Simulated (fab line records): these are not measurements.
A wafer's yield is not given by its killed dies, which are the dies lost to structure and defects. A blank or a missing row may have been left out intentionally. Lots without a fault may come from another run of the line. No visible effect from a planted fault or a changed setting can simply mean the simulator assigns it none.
fab line records | flow gf180mcu | part 1 of 2: steps 1 to 31 of 43
[record] lots = 5 | wafers = 15 | last-day = 34
route steps=602 shown MVPSD@79 VT_IMPLANT@90
lots that met no fault: taken from a fault-free run of the same line
start-h: the number of hours between the record's first day and the start of the first shown wafer of the lot | wait-h: hours from the lot's prior step to this one | " same as the row above | L1.1+2: a row that stands for several wafers | - no value, or no start given | * or withheld: withheld | < > ~ a bound
route shown NAME@n: a module of which the file shows steps, and the number in the route of the first | usual: mean and standard deviation over wafers with no fault | same: alike in all rows | chamber/n: place in a boat | sites: per-site readings | _std_site: the values' standard deviation | _edge_site: the outer-site mean with the inner-site mean subtracted | radius-mm: for every site, how far away it sits from the centre of the wafer | mask NAME#n: copy n | behind: the most recent tool/chamber to have shaped the wafer | hold: cause of the lot's hold/its duration in hours/its outcome | device: the n, p or np transistor that did not switch | end of line: the route-end tests of the same wafers | a step without rows: its recipe alone | killed: the dies lost at the first sort to structure and to defects; this is not the yield of the wafer | map: shows each die of a wafer: x if killed, . if not, _ if none is there
set.NAME: the setting the step ran with; set.NAME@STEP: the setting that earlier step ran with | model.NAME: the simulator's own value behind a step, which no gauge read
lots at selected steps of the route; one table per step, one row per wafer
services: from which hour (start-h, from the record's first day; less than 0 if before it) a tool's chamber was out of use, for how many hours, and why
[[steps]]
[step GF_MVPSD_HMDS_01]
[recipe] prime-time-s = 60 | prime-temp-c = 120
lot.wafer  | tool           | chamber | start-h | wait-h
L080.3+4+6 | litho-track-01 | 0       | 125.38  | 0.1
L083.1+3+5 | litho-track-01 | 0       | 143.38  | 0.1
L087.1+4+6 | litho-track-02 | 0       | 167.39  | 0.1
L090.1+3+4 | litho-track-04 | 0       | 182.61  | 0.1
L097.1+4+6 | litho-track-04 | 0       | 229.81  | 0.1
[step GF_MVPSD_COAT_02]
[recipe] spin-rpm = 2000 | resist-thk-nm = 3000
lot.wafer  | tool           | chamber | start-h | wait-h
L080.3+4+6 | litho-track-01 | 0       | 125.53  | 0.1
L083.1+3+5 | litho-track-01 | 0       | 143.53  | 0.1
L087.1+4+6 | litho-track-02 | 0       | 167.54  | 0.1
L090.1+3+4 | litho-track-04 | 0       | 182.76  | 0.1
L097.1+4+6 | litho-track-04 | 0       | 229.96  | 0.1
[step GF_MVPSD_SOFTBAKE_03]
[recipe] temp-c = 110 | time-s = withheld
[usual] plate-temp-C = 109.98/0.13
lot.wafer | tool           | chamber | start-h | wait-h | plate-temp-C
L080.3    | litho-track-01 | 0       | 125.70  | 0.1    | 110.17
L080.4    | "              | 0       | "       | "      | 110.06
L080.6    | "              | 0       | "       | "      | 110.23
L083.1    | litho-track-01 | 0       | 143.68  | 0.1    | 109.91
L083.3    | "              | 0       | "       | "      | 109.81
L083.5    | "              | 0       | "       | "      | 110.14
L087.1    | litho-track-02 | 0       | 167.69  | 0.1    | 109.89
L087.4    | "              | 0       | "       | "      | 110.08
L087.6    | "              | 0       | "       | "      | 109.94
L090.1    | litho-track-04 | 0       | 182.91  | 0.1    | 109.89
L090.3    | "              | 0       | "       | "      | 109.92
L090.4    | "              | 0       | "       | "      | 109.93
L097.1    | litho-track-04 | 0       | 230.11  | 0.1    | 109.98
L097.4    | "              | 0       | "       | "      | 109.96
L097.6    | "              | 0       | "       | "      | 109.87
[step GF_MVPSD_EXPOSE_04]
[recipe] mask-id = MVPSD | target-cd-nm = 1000 | na = 0.6 | source-shape = conventional | sigma-outer = 0.6 | dose-mj = 260
lot.wafer  | tool             | chamber | start-h | wait-h | mask
L080.3+4+6 | iline-stepper-01 | 0       | -       | -      | MVPSD#0
L083.1+3+5 | iline-stepper-02 | 0       | -       | -      | MVPSD#0
L087.1+4+6 | iline-stepper-02 | 0       | -       | -      | MVPSD#0
L090.1+3+4 | iline-stepper-01 | 0       | -       | -      | MVPSD#0
L097.1+4+6 | iline-stepper-01 | 0       | -       | -      | MVPSD#0
[step GF_MVPSD_PEB_05]
[recipe] temp-c = 115 | time-s = withheld
[usual] plate-temp-C = 114.97/0.13
lot.wafer | tool           | chamber | start-h | wait-h | plate-temp-C
L080.3    | litho-track-02 | 0       | -       | -      | 115.09
L080.4    | "              | 0       | "       | "      | 115.10
L080.6    | "              | 0       | "       | "      | 115.07
L083.1    | litho-track-02 | 0       | -       | -      | 114.77
L083.3    | "              | 0       | "       | "      | 114.95
L083.5    | "              | 0       | "       | "      | 114.73
L087.1    | litho-track-01 | 0       | -       | -      | 114.97
L087.4    | "              | 0       | "       | "      | 115.06
L087.6    | "              | 0       | "       | "      | 115.29
L090.1    | litho-track-01 | 0       | -       | -      | 114.95
L090.3    | "              | 0       | "       | "      | 114.90
L090.4    | "              | 0       | "       | "      | 114.70
L097.1    | litho-track-02 | 0       | -       | -      | 115.02
L097.4    | "              | 0       | "       | "      | 114.87
L097.6    | "              | 0       | "       | "      | 114.78
[step GF_MVPSD_DEVELOP_06]
[recipe] wall-angle-deg = 90 | develop-time-s = 60 | dev-temp-c = 23
[same] develop-time-s = 60
lot.wafer  | tool           | chamber | start-h | wait-h
L080.3+4+6 | litho-track-02 | 0       | -       | -
L083.1+3+5 | litho-track-02 | 0       | -       | -
L087.1+4+6 | litho-track-01 | 0       | -       | -
L090.1+3+4 | litho-track-01 | 0       | -       | -
L097.1+4+6 | litho-track-02 | 0       | -       | -
[step GF_MVPSD_OVL_MEAS_07]
[usual] MVPSD_OVL = 0.2/1.5
lot.wafer | tool       | chamber | start-h | wait-h | MVPSD_OVL[nm]
L080.3    | overlay-01 | -       | 132.80  | -      | 0.3
L080.4    | "          | -       | "       | "      | 1.1
L080.6    | "          | -       | "       | "      | 0.3
L083.1    | overlay-02 | -       | 150.64  | -      | 0.6
L083.3    | "          | -       | "       | "      | -1.0
L083.5    | "          | -       | "       | "      | 0.0
L087.1    | overlay-01 | -       | 175.48  | -      | -0.3
L087.4    | "          | -       | "       | "      | 0.4
L087.6    | "          | -       | "       | "      | 1.3
L090.1    | overlay-02 | -       | 190.78  | -      | 1.3
L090.3    | "          | -       | "       | "      | 0.9
L090.4    | "          | -       | "       | "      | 0.7
L097.1    | overlay-02 | -       | 239.34  | -      | -1.4
L097.4    | "          | -       | "       | "      | 1.6
L097.6    | "          | -       | "       | "      | 1.7
[step GF_MVPSD_IMPLANT_08]
[recipe] species = B | energy-kev = 170 | dose-cm2 = 1.5e+13 | tilt-deg = 0
lot.wafer  | tool         | chamber | start-h | wait-h
L080.3+4+6 | implanter-02 | 0       | 132.88  | 0.1
L083.1+3+5 | implanter-02 | 0       | 150.67  | 0.0
L087.1+4+6 | implanter-01 | 0       | 175.52  | 0.0
L090.1+3+4 | implanter-02 | 0       | 190.82  | 0.0
L097.1+4+6 | implanter-03 | 0       | 239.37  | 0.0
[step GF_MVPSD_IMPLANT_09]
[recipe] species = B | energy-kev = 40 | dose-cm2 = 5e+12 | tilt-deg = 0
lot.wafer  | tool         | chamber | start-h | wait-h
L080.3+4+6 | implanter-02 | 0       | 133.03  | 0.1
L083.1+3+5 | implanter-02 | 0       | 150.82  | 0.1
L087.1+4+6 | implanter-01 | 0       | 175.67  | 0.1
L090.1+3+4 | implanter-02 | 0       | 190.97  | 0.1
L097.1+4+6 | implanter-03 | 0       | 239.52  | 0.1
[step GF_MVPSD_STRIP_10]
[recipe] chemistry = O2/N2 | power-w = 1400 | pressure-mtorr = 1500 | platen-temp-c = 250 | o2-flow-sccm = 3000 | n2-flow-sccm = 300 | overash-fraction = 0.5
[usual] chamber-pressure-mTorr = 1500.0/1.4 | drypump-motor-current-A = 5.8/0.46 | heater-power-w = 317/24 | o2-flow-sccm = 2999/9.9 | oes-product-au = 0.723/0.0042 | strip-time-to-endpoint-s = 37.00/0.097
lot.wafer | tool            | chamber | start-h | wait-h | chamber-pressure-mTorr | drypump-motor-current-A | heater-power-w | o2-flow-sccm | oes-product-au | rf-hours-counter-h | strip-time-to-endpoint-s
L080.3    | plasma-asher-03 | 1       | 133.16  | 0.1    | 1500.4                 | 6.3                     | 323            | 2994         | 0.716          | -                  | 37.03
L080.4    | "               | 0       | "       | "      | 1498.4                 | 5.1                     | 299            | 2999         | 0.721          | -                  | 37.01
L080.6    | "               | 1       | "       | "      | 1501.1                 | 6.3                     | 320            | 2993         | 0.720          | -                  | 36.90
L083.1    | plasma-asher-04 | 0       | 150.97  | 0.1    | 1500.1                 | 5.7                     | 330            | 2989         | 0.716          | 53                 | 37.09
L083.3    | "               | 1       | "       | "      | 1498.6                 | 5.5                     | 345            | 2990         | 0.720          | -                  | 37.03
L083.5    | "               | 1       | "       | "      | 1500.6                 | 5.5                     | 355            | 2991         | 0.723          | -                  | 37.01
L087.1    | plasma-asher-03 | 0       | 175.82  | 0.1    | 1497.9                 | 5.1                     | 301            | 3015         | 0.721          | 53                 | 36.94
L087.4    | "               | 1       | "       | "      | 1501.9                 | 6.3                     | 328            | 3000         | 0.724          | -                  | 36.96
L087.6    | "               | 0       | "       | "      | 1499.2                 | 5.2                     | 299            | 3009         | 0.727          | -                  | 36.97
L090.1    | plasma-asher-04 | 1       | 191.12  | 0.1    | 1503.5                 | 5.5                     | 347            | 2985         | 0.722          | 57                 | 37.02
L090.3    | "               | 1       | "       | "      | 1499.4                 | 5.5                     | 354            | 2988         | 0.716          | -                  | 37.05
L090.4    | "               | 0       | "       | "      | 1501.8                 | 5.7                     | 336            | 2995         | 0.723          | -                  | 37.00
L097.1    | plasma-asher-04 | 0       | 239.67  | 0.1    | 1500.7                 | 5.7                     | 330            | 3002         | 0.731          | 63                 | 36.93
L097.4    | "               | 1       | "       | "      | 1500.3                 | 5.5                     | 351            | 3000         | 0.714          | -                  | 36.89
L097.6    | "               | 0       | "       | "      | 1499.9                 | 5.7                     | 326            | 3007         | 0.726          | -                  | 36.89
[step GF_MVPSD_TW_MEAS_11]
[usual] MVPSD_TW = 555.6/2.2
lot.wafer | tool          | chamber | start-h | wait-h | MVPSD_TW
L080.3    | film-metro-01 | -       | 133.25  | 0.1    | 557.7
L080.4    | "             | -       | "       | "      | 558.7
L080.6    | "             | -       | "       | "      | 557.6
L083.1    | film-metro-04 | -       | 151.07  | 0.1    | 556.8
L083.3    | "             | -       | "       | "      | 559.0
L083.5    | "             | -       | "       | "      | 557.5
L087.1    | film-metro-03 | -       | 175.92  | 0.1    | 555.1
L087.4    | "             | -       | "       | "      | 558.5
L087.6    | "             | -       | "       | "      | 550.2
L090.1    | film-metro-01 | -       | 191.22  | 0.1    | 555.2
L090.3    | "             | -       | "       | "      | 559.6
L090.4    | "             | -       | "       | "      | 556.2
L097.1    | film-metro-03 | -       | 239.77  | 0.1    | 552.8
L097.4    | "             | -       | "       | "      | 551.9
L097.6    | "             | -       | "       | "      | 551.4
[step GF_VT_IMPLANT_DEHYDRATE_00]
[recipe] temp-c = 200 | time-s = 60
[usual] plate-temp-C = 200.04/0.14
lot.wafer | tool           | chamber | start-h | wait-h | plate-temp-C
L080.3    | litho-track-02 | 0       | 139.89  | 6.6    | 200.11
L080.4    | "              | 0       | "       | "      | 200.07
L080.6    | "              | 0       | "       | "      | 199.81
L083.1    | litho-track-02 | 0       | 158.34  | 7.3    | 200.01
L083.3    | "              | 0       | "       | "      | 200.12
L083.5    | "              | 0       | "       | "      | 200.02
L087.1    | litho-track-02 | 0       | 184.09  | 8.2    | 200.17
L087.4    | "              | 0       | "       | "      | 199.93
L087.6    | "              | 0       | "       | "      | 200.22
L090.1    | litho-track-02 | 0       | 198.49  | 7.3    | 200.02
L090.3    | "              | 0       | "       | "      | 200.23
L090.4    | "              | 0       | "       | "      | 199.94
L097.1    | litho-track-03 | 0       | 248.68  | 8.9    | 200.06
L097.4    | "              | 0       | "       | "      | 199.90
L097.6    | "              | 0       | "       | "      | 200.06
[step GF_VT_IMPLANT_HMDS_01]
[recipe] prime-time-s = 60 | prime-temp-c = 120
lot.wafer  | tool           | chamber | start-h | wait-h
L080.3+4+6 | litho-track-02 | 0       | 140.04  | 0.1
L083.1+3+5 | litho-track-02 | 0       | 158.49  | 0.1
L087.1+4+6 | litho-track-02 | 0       | 184.24  | 0.1
L090.1+3+4 | litho-track-02 | 0       | 198.64  | 0.1
L097.1+4+6 | litho-track-03 | 0       | 248.83  | 0.1
[step GF_VT_IMPLANT_COAT_02]
[recipe] resist = NOVOLAK | spin-rpm = 3000 | resist-thk-nm = 1000
lot.wafer  | tool           | chamber | start-h | wait-h
L080.3+4+6 | litho-track-02 | 0       | 140.19  | 0.1
L083.1+3+5 | litho-track-02 | 0       | 158.64  | 0.1
L087.1+4+6 | litho-track-02 | 0       | 184.39  | 0.1
L090.1+3+4 | litho-track-02 | 0       | 198.79  | 0.1
L097.1+4+6 | litho-track-03 | 0       | 248.98  | 0.1
[step GF_VT_IMPLANT_SOFTBAKE_03]
[recipe] temp-c = 90 | time-s = 60 | resist = NOVOLAK
[usual] plate-temp-C = 89.99/0.14
lot.wafer | tool           | chamber | start-h | wait-h | plate-temp-C
L080.3    | litho-track-02 | 0       | 140.34  | 0.1    | 90.18
L080.4    | "              | 0       | "       | "      | 89.87
L080.6    | "              | 0       | "       | "      | 90.15
L083.1    | litho-track-02 | 0       | 158.79  | 0.1    | 89.99
L083.3    | "              | 0       | "       | "      | 90.09
L083.5    | "              | 0       | "       | "      | 90.00
L087.1    | litho-track-02 | 0       | 184.54  | 0.1    | 89.80
L087.4    | "              | 0       | "       | "      | 89.95
L087.6    | "              | 0       | "       | "      | 89.84
L090.1    | litho-track-02 | 0       | 198.94  | 0.1    | 89.85
L090.3    | "              | 0       | "       | "      | 90.06
L090.4    | "              | 0       | "       | "      | 90.12
L097.1    | litho-track-03 | 0       | 249.13  | 0.1    | 90.05
L097.4    | "              | 0       | "       | "      | 90.12
L097.6    | "              | 0       | "       | "      | 90.11
[step GF_VT_IMPLANT_EXPOSE_04]
[recipe] mask-id = LVPWELL_LV_AREA | target-cd-nm = 600 | na = 0.6 | source-shape = conventional | sigma-outer = 0.6 | dose-mj = 140
lot.wafer  | tool             | chamber | start-h | wait-h | mask
L080.3+4+6 | iline-stepper-01 | 0       | -       | -      | LVPWELL_LV_AREA#0
L083.1+3+5 | iline-stepper-01 | 0       | -       | -      | LVPWELL_LV_AREA#0
L087.1+4+6 | iline-stepper-01 | 0       | -       | -      | LVPWELL_LV_AREA#0
L090.1+3+4 | iline-stepper-01 | 0       | -       | -      | LVPWELL_LV_AREA#0
L097.1+4+6 | iline-stepper-02 | 0       | -       | -      | LVPWELL_LV_AREA#0
[step GF_VT_IMPLANT_PEB_05]
[recipe] temp-c = withheld | time-s = * | resist = NOVOLAK
lot.wafer  | tool           | chamber | start-h | wait-h
L080.3+4+6 | litho-track-02 | 0       | -       | -
L083.1+3+5 | litho-track-02 | 0       | -       | -
L087.1+4+6 | litho-track-03 | 0       | -       | -
L090.1+3+4 | litho-track-04 | 0       | -       | -
L097.1+4+6 | litho-track-03 | 0       | -       | -
[step GF_VT_IMPLANT_DEVELOP_06]
[recipe] develop-time-s = 60 | dev-temp-c = 23
[same] develop-time-s = 60
lot.wafer  | tool           | chamber | start-h | wait-h
L080.3+4+6 | litho-track-02 | 0       | 148.14  | 0.1
L083.1+3+5 | litho-track-02 | 0       | 166.74  | 0.1
L087.1+4+6 | litho-track-03 | 0       | 192.28  | 0.1
L090.1+3+4 | litho-track-04 | 0       | 207.06  | 0.1
L097.1+4+6 | litho-track-03 | 0       | 257.63  | 0.1
[step GF_VT_IMPLANT_OVL_MEAS_07]
[usual] VT_IMPLANT_OVL = -1.2/1.4
lot.wafer | tool       | chamber | start-h | wait-h | VT_IMPLANT_OVL[nm]
L080.3    | overlay-01 | -       | 148.25  | 0.1    | -2.3
L080.4    | "          | -       | "       | "      | -2.0
L080.6    | "          | -       | "       | "      | -2.0
L083.1    | overlay-02 | -       | 166.89  | 0.1    | -2.9
L083.3    | "          | -       | "       | "      | -1.8
L083.5    | "          | -       | "       | "      | -3.0
L087.1    | overlay-01 | -       | 192.43  | 0.1    | -2.1
L087.4    | "          | -       | "       | "      | -2.7
L087.6    | "          | -       | "       | "      | -2.9
L090.1    | overlay-01 | -       | 207.21  | 0.1    | 0.0
L090.3    | "          | -       | "       | "      | -3.5
L090.4    | "          | -       | "       | "      | 0.9
L097.1    | overlay-02 | -       | 257.78  | 0.1    | 1.3
L097.4    | "          | -       | "       | "      | 0.7
L097.6    | "          | -       | "       | "      | -1.2
[step GF_VT_IMPLANT_IMPLANT_08]
[recipe] species = BF2 | energy-kev = 20 | dose-cm2 = 8.29e+12 | tilt-deg = 7
lot.wafer  | tool         | chamber | start-h | wait-h
L080.3+4+6 | implanter-04 | 0       | 148.32  | 0.1
L083.1+3+5 | implanter-04 | 0       | 166.92  | 0.0
L087.1+4+6 | implanter-04 | 0       | 192.47  | 0.0
L090.1+3+4 | implanter-04 | 0       | 207.24  | 0.0
L097.1+4+6 | implanter-04 | 0       | 257.82  | 0.0
[step GF_VT_IMPLANT_STRIP_09]
[recipe] chemistry = O2/N2 | power-w = 1400 | pressure-mtorr = 1500 | platen-temp-c = 250 | o2-flow-sccm = 3000 | n2-flow-sccm = 300 | overash-fraction = 0.5
[usual] chamber-pressure-mTorr = 1500.2/1.4 | drypump-motor-current-A = 5.5/0.4 | heater-power-w = 312/19 | o2-flow-sccm = 3002/8.6 | oes-product-au = 0.716/0.0049 | strip-time-to-endpoint-s = 12.64/0.038
lot.wafer | tool            | chamber | start-h | wait-h | chamber-pressure-mTorr | drypump-motor-current-A | heater-power-w | o2-flow-sccm | oes-product-au | rf-hours-counter-h | strip-time-to-endpoint-s
L080.3    | plasma-asher-01 | 0       | 148.46  | 0.1    | 1501.2                 | 5.2                     | 317            | 2999         | 0.719          | -                  | 12.67
L080.4    | "               | 1       | "       | "      | 1500.1                 | 5.2                     | 286            | 3002         | 0.714          | -                  | 12.72
L080.6    | "               | 0       | "       | "      | 1501.0                 | 5.2                     | 322            | 2993         | 0.724          | -                  | 12.71
L083.1    | plasma-asher-03 | 1       | 167.07  | 0.1    | 1500.2                 | 6.2                     | 329            | 3004         | 0.718          | 52                 | 12.70
L083.3    | "               | 1       | "       | "      | 1500.2                 | 6.2                     | 326            | 3017         | 0.715          | -                  | 12.68
L083.5    | "               | 0       | "       | "      | 1499.2                 | 5.1                     | 305            | 3007         | 0.714          | -                  | 12.65
L087.1    | plasma-asher-01 | 0       | 192.62  | 0.1    | 1501.7                 | 5.2                     | 307            | 3000         | 0.709          | 8                  | 12.65
L087.4    | "               | 1       | "       | "      | 1500.1                 | 5.3                     | 289            | 3012         | 0.714          | -                  | 12.64
L087.6    | "               | 1       | "       | "      | 1499.7                 | 5.3                     | 286            | 3018         | 0.721          | -                  | 12.67
L090.1    | plasma-asher-04 | 1       | 207.39  | 0.1    | 1500.4                 | 5.5                     | 363            | 2997         | 0.727          | 59                 | 12.64
L090.3    | "               | 1       | "       | "      | 1500.6                 | 5.5                     | 339            | 2995         | 0.713          | -                  | 12.69
L090.4    | "               | 0       | "       | "      | 1501.5                 | 5.7                     | 336            | 3009         | 0.716          | -                  | 12.64
L097.1    | plasma-asher-04 | 0       | 257.97  | 0.1    | 1500.3                 | 5.7                     | 325            | 2995         | 0.711          | 65                 | 12.59
L097.4    | "               | 0       | "       | "      | 1501.1                 | 5.7                     | 321            | 2994         | 0.723          | -                  | 12.61
L097.6    | "               | 1       | "       | "      | 1500.3                 | 5.5                     | 349            | 2990         | 0.717          | -                  | 12.61
[step GF_VT_IMPLANT_TW_MEAS_10]
[usual] VT_IMPLANT_TW = 566.1/2.4
lot.wafer | tool          | chamber | start-h | wait-h | VT_IMPLANT_TW
L080.3    | film-metro-04 | -       | 148.54  | 0.1    | 565.8
L080.4    | "             | -       | "       | "      | 566.5
L080.6    | "             | -       | "       | "      | 565.0
L083.1    | film-metro-02 | -       | 167.17  | 0.1    | 562.3
L083.3    | "             | -       | "       | "      | 563.0
L083.5    | "             | -       | "       | "      | 564.9
L087.1    | film-metro-02 | -       | 192.72  | 0.1    | 565.0
L087.4    | "             | -       | "       | "      | 563.3
L087.6    | "             | -       | "       | "      | 566.6
L090.1    | film-metro-02 | -       | 207.49  | 0.1    | 562.5
L090.3    | "             | -       | "       | "      | 566.9
L090.4    | "             | -       | "       | "      | 566.8
L097.1    | film-metro-02 | -       | 258.07  | 0.1    | 565.1
L097.4    | "             | -       | "       | "      | 561.3
L097.6    | "             | -       | "       | "      | 562.6
[step GF_VT_IMPLANT_DEHYDRATE_11]
[recipe] temp-c = 200 | time-s = 60
[usual] plate-temp-C = 200.03/0.14
lot.wafer | tool           | chamber | start-h | wait-h | plate-temp-C
L080.3    | litho-track-04 | 0       | 155.56  | 7.0    | 200.16
L080.4    | "              | 0       | "       | "      | 200.07
L080.6    | "              | 0       | "       | "      | 200.04
L083.1    | litho-track-04 | 0       | 174.31  | 7.1    | 200.12
L083.3    | "              | 0       | "       | "      | 200.26
L083.5    | "              | 0       | "       | "      | 200.36
L087.1    | litho-track-04 | 0       | 200.51  | 7.8    | 200.17
L087.4    | "              | 0       | "       | "      | 200.00
L087.6    | "              | 0       | "       | "      | 200.00
L090.1    | litho-track-03 | 0       | 215.98  | 8.5    | 199.96
L090.3    | "              | 0       | "       | "      | 199.95
L090.4    | "              | 0       | "       | "      | 200.00
L097.1    | litho-track-04 | 0       | 267.30  | 9.2    | 200.06
L097.4    | "              | 0       | "       | "      | 199.98
L097.6    | "              | 0       | "       | "      | 200.10
[step GF_VT_IMPLANT_HMDS_12]
[recipe] prime-time-s = 60 | prime-temp-c = 120
lot.wafer  | tool           | chamber | start-h | wait-h
L080.3+4+6 | litho-track-04 | 0       | 155.71  | 0.1
L083.1+3+5 | litho-track-04 | 0       | 174.46  | 0.1
L087.1+4+6 | litho-track-04 | 0       | 200.66  | 0.1
L090.1+3+4 | litho-track-03 | 0       | 216.13  | 0.1
L097.1+4+6 | litho-track-04 | 0       | 267.45  | 0.1
[step GF_VT_IMPLANT_COAT_13]
[recipe] resist = NOVOLAK | spin-rpm = 3000 | resist-thk-nm = 1000
lot.wafer  | tool           | chamber | start-h | wait-h
L080.3+4+6 | litho-track-04 | 0       | 155.86  | 0.1
L083.1+3+5 | litho-track-04 | 0       | 174.61  | 0.1
L087.1+4+6 | litho-track-04 | 0       | 200.81  | 0.1
L090.1+3+4 | litho-track-03 | 0       | 216.28  | 0.1
L097.1+4+6 | litho-track-04 | 0       | 267.60  | 0.1
[step GF_VT_IMPLANT_SOFTBAKE_14]
[recipe] temp-c = 90 | time-s = 60 | resist = NOVOLAK
[usual] plate-temp-C = 90.00/0.14
lot.wafer | tool           | chamber | start-h | wait-h | plate-temp-C
L080.3    | litho-track-04 | 0       | 156.01  | 0.1    | 90.30
L080.4    | "              | 0       | "       | "      | 90.03
L080.6    | "              | 0       | "       | "      | 90.04
L083.1    | litho-track-04 | 0       | 174.76  | 0.1    | 89.69
L083.3    | "              | 0       | "       | "      | 89.88
L083.5    | "              | 0       | "       | "      | 89.84
L087.1    | litho-track-04 | 0       | 200.96  | 0.1    | 89.96
L087.4    | "              | 0       | "       | "      | 90.20
L087.6    | "              | 0       | "       | "      | 90.16
L090.1    | litho-track-03 | 0       | 216.43  | 0.1    | 90.01
L090.3    | "              | 0       | "       | "      | 90.09
L090.4    | "              | 0       | "       | "      | 90.07
L097.1    | litho-track-04 | 0       | 267.75  | 0.1    | 90.08
L097.4    | "              | 0       | "       | "      | 90.18
L097.6    | "              | 0       | "       | "      | 90.03
[step GF_VT_IMPLANT_EXPOSE_15]
[recipe] mask-id = Nwell_LV_AREA | target-cd-nm = 860 | na = 0.6 | source-shape = conventional | sigma-outer = 0.6 | dose-mj = 140
lot.wafer  | tool             | chamber | start-h | wait-h | mask
L080.3+4+6 | iline-stepper-02 | 0       | -       | -      | Nwell_LV_AREA#0
L083.1+3+5 | iline-stepper-02 | 0       | -       | -      | Nwell_LV_AREA#0
L087.1+4+6 | iline-stepper-01 | 0       | -       | -      | Nwell_LV_AREA#0
L090.1+3+4 | iline-stepper-01 | 0       | -       | -      | Nwell_LV_AREA#0
L097.1+4+6 | iline-stepper-02 | 0       | -       | -      | Nwell_LV_AREA#0
[step GF_VT_IMPLANT_PEB_16]
[recipe] temp-c = withheld | time-s = * | resist = NOVOLAK
lot.wafer  | tool           | chamber | start-h | wait-h
L080.3+4+6 | litho-track-04 | 0       | -       | -
L083.1+3+5 | litho-track-02 | 0       | -       | -
L087.1+4+6 | litho-track-03 | 0       | -       | -
L090.1+3+4 | litho-track-03 | 0       | -       | -
L097.1+4+6 | litho-track-04 | 0       | -       | -
[step GF_VT_IMPLANT_DEVELOP_17]
[recipe] develop-time-s = 60 | dev-temp-c = 23
[same] develop-time-s = 60
lot.wafer  | tool           | chamber | start-h | wait-h
L080.3+4+6 | litho-track-04 | 0       | 163.86  | 0.1
L083.1+3+5 | litho-track-02 | 0       | 182.99  | 0.1
L087.1+4+6 | litho-track-03 | 0       | 209.38  | 0.1
L090.1+3+4 | litho-track-03 | 0       | 225.18  | 0.1
L097.1+4+6 | litho-track-04 | 0       | 277.55  | 0.1
[step GF_VT_IMPLANT_OVL_MEAS_18]
[usual] VT_IMPLANT_01_OVL = 1.2/1.3
lot.wafer | tool       | chamber | start-h | wait-h | VT_IMPLANT_01_OVL[nm]
L080.3    | overlay-01 | -       | 163.97  | 0.1    | 3.1
L080.4    | "          | -       | "       | "      | -2.5
L080.6    | "          | -       | "       | "      | 1.9
L083.1    | overlay-02 | -       | 183.14  | 0.1    | 1.7
L083.3    | "          | -       | "       | "      | 0.9
L083.5    | "          | -       | "       | "      | 2.4
L087.1    | overlay-01 | -       | 209.53  | 0.1    | -1.3
L087.4    | "          | -       | "       | "      | -0.6
L087.6    | "          | -       | "       | "      | 1.1
L090.1    | overlay-01 | -       | 225.33  | 0.1    | 2.8
L090.3    | "          | -       | "       | "      | 2.3
L090.4    | "          | -       | "       | "      | 2.3
L097.1    | overlay-02 | -       | 277.70  | 0.1    | 1.0
L097.4    | "          | -       | "       | "      | 0.4
L097.6    | "          | -       | "       | "      | 0.4
[step GF_VT_IMPLANT_IMPLANT_19]
[recipe] species = As | energy-kev = 100 | dose-cm2 = 4.35e+12 | tilt-deg = 7
lot.wafer  | tool         | chamber | start-h | wait-h
L080.3+4+6 | implanter-04 | 0       | 164.04  | 0.1
L083.1+3+5 | implanter-03 | 0       | 183.17  | 0.0
L087.1+4+6 | implanter-04 | 0       | 209.57  | 0.0
L090.1+3+4 | implanter-04 | 0       | 225.37  | 0.0
L097.1+4+6 | implanter-02 | 0       | 277.74  | 0.0
